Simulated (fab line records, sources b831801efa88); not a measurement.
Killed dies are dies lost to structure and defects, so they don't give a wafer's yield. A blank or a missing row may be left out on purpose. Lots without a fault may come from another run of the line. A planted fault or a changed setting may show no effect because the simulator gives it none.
A struck lot beside a sound one | flow gf180mcu | 29 steps out of a route of 602
Sound: wafers L481.1, L481.5, L481.6. Struck: wafers L480.1, L480.5. (L480.2 of the same lot was not struck and is left out.) The cause comes at the end.
At each step with rows: each side's tool, then ch and its chambers, then its first start. Under that, the readings that differ: sound wafers | struck wafers | difference of the means | sigmas: that difference in standard deviations of wafers without a fault.
alike: readings whose means differ by less than 2 such deviations, and words and numbers that are the same on both sides. not compared: withheld readings, readings that some wafer has no value for, bounds like >300 that may hide the same value, and numbers for which the record gives no deviation and whose values overlap.
The two part at a step that has a row with sigmas, a row that says differs or no value, or rows on one side only. Numbers that don't overlap but have no deviation are shown without sigmas and don't part them. A reading that every wafer of one side lacks parts them only if that side has two wafers or more.

first, 3 steps without rows for these wafers: GF_M5_EXPOSE_04 (exposes mask Metal5, target cd 280 nm); GF_M5_PEB_05 (peb time 86.86 s); GF_M5_DEVELOP_06 (develop time 60 s).
GF_M5_CD_MEAS_07: target cd 280 nm.
  sound on cd_sem-01, day 29 07:56; struck on cd_sem-02, day 28 22:56
  alike: cd_nm
GF_M5_OVL_MEAS_08:
  sound on overlay-01, day 29 08:03; struck on overlay-02, day 28 23:04
  alike: M5_OVL
GF_M5_ETCH_09: etches Si3N4 in CF4/O2, target depth 52 nm, time 11.6 s.
  sound on rie_diel-02 ch 2,3, day 29 08:05; struck on rie_diel-04 ch 2,3, day 28 23:06
  alike: drypump_motor_current_A, oes_product_au, throttle_valve_pct
  not compared: rf_hours_counter_h
GF_M5_METAL_ETCH_10: etches the open film in Cl2/BCl3, stops on SiO2, target depth 627.5 nm, time 104.6 s.
  sound on rie_metal-03 ch 0,1, day 29 08:07; struck on rie_metal-04 ch 0, day 28 23:07
  alike: drypump_motor_current_A, he_backside_leak_sccm, oes_product_au, throttle_valve_pct
  not compared: rf_hours_counter_h
GF_M5_STRIP_11: strips in O2/N2.
  sound on plasma_asher-03 ch 0,1, day 29 08:13; struck on plasma_asher-01 ch 0,1, day 28 23:14
  reading                      | sound          | struck    | difference | sigmas
  strip_time_to_endpoint_s (s) | 7.44 7.54 7.45 | 7.59 7.59 | +0.11      | +2
  alike: drypump_motor_current_A, heater_power_w, o2_flow_sccm, oes_product_au
  not compared: rf_hours_counter_h
then, 3 steps without rows for these wafers: GF_M5_STRIP_12 (strips in post etch residue remover, time 1200 s); GF_M5_CLEAN_13 (cleans in DIW); GF_V5_CVD_00 (deposits SiO2, target thk 300 nm, time 50 s).
GF_V5_THK_MEAS_01:
  sound on film_metro-04, day 29 08:54; struck on film_metro-03, day 28 23:56
  alike: V5_CVD_00_THK
GF_V5_CVD_02: deposits SiO2 from TEOS, target thk 1450 nm, time 163.28 s.
  sound on pecvd-04 ch 0,2, day 29 08:58; struck on pecvd-01 ch 2, day 28 23:59
  reading                  | sound       | struck  | difference | sigmas
  heater_power_outer_w (W) | 395 424 426 | 294 226 | -155       | -2
  alike: heater_power_w
GF_V5_THK_MEAS_03:
  sound on film_metro-02, day 29 09:04; struck on film_metro-03, day 29 00:06
  reading            | sound          | struck    | difference | sigmas
  V5_CVD_02_THK (nm) | 1452 1477 1486 | 1144 1140 | -330       | -19
GF_V5_CMP_04: polishes SiO2.
  sound on cmp-01 ch 0,3, day 29 09:08; struck on cmp-01 ch 0,2, day 29 00:10
  alike: motor_current_A, slurry_filter_dp_kPa
GF_V5_BOW_MEAS_05:
  sound on film_metro-02, day 29 09:26; struck on film_metro-03, day 29 00:28
  alike: V5_BOW
then, 8 steps without rows for these wafers: GF_V5_DEHYDRATE_06 (time 60 s); GF_V5_HMDS_07 (prime time 60 s); GF_V5_COAT_08; GF_V5_COAT_09 (resist thk 1000 nm); GF_V5_SOFTBAKE_10 (time 60 s); GF_V5_EXPOSE_11 (exposes mask Via5, target cd 260 nm); GF_V5_PEB_12 (peb time 90 s); GF_V5_DEVELOP_13 (develop time 60 s).
GF_V5_CD_MEAS_14: target cd 260 nm.
  sound on cd_sem-01, day 30 04:34; struck on cd_sem-02, day 29 20:03
  alike: cd_nm
GF_V5_OVL_MEAS_15:
  sound on overlay-01, day 30 04:41; struck on overlay-01, day 29 20:10
  alike: V5_OVL
then, 1 step without rows for these wafers: GF_V5_ETCH_16 (etches BARC in N2/H2).
GF_V5_ETCH_17: etches SiO2 in C4F8/O2/Ar, stops on TiN, target depth 855 nm.
  sound on rie_diel-03 ch 0,3; struck on rie_diel-03 ch 2,3
  reading               | sound             | struck      | difference | sigmas
  oes_product_au (a.u.) | 0.862 0.862 0.863 | 0.697 0.690 | -0.169     | -38
GF_V5_STRIP_18: strips in O2/N2.
  sound on plasma_asher-02 ch 0,1, day 30 04:52; struck on plasma_asher-03 ch 0,1, day 29 20:22
  alike: drypump_motor_current_A, heater_power_w, o2_flow_sccm, oes_product_au
  not compared: rf_hours_counter_h

WHERE THEY PART
First at GF_M5_STRIP_11; last, within this record, at GF_V5_ETCH_17. Later steps at which nothing parts them and some readings are alike: GF_V5_STRIP_18.

WHY: what the simulator had put in
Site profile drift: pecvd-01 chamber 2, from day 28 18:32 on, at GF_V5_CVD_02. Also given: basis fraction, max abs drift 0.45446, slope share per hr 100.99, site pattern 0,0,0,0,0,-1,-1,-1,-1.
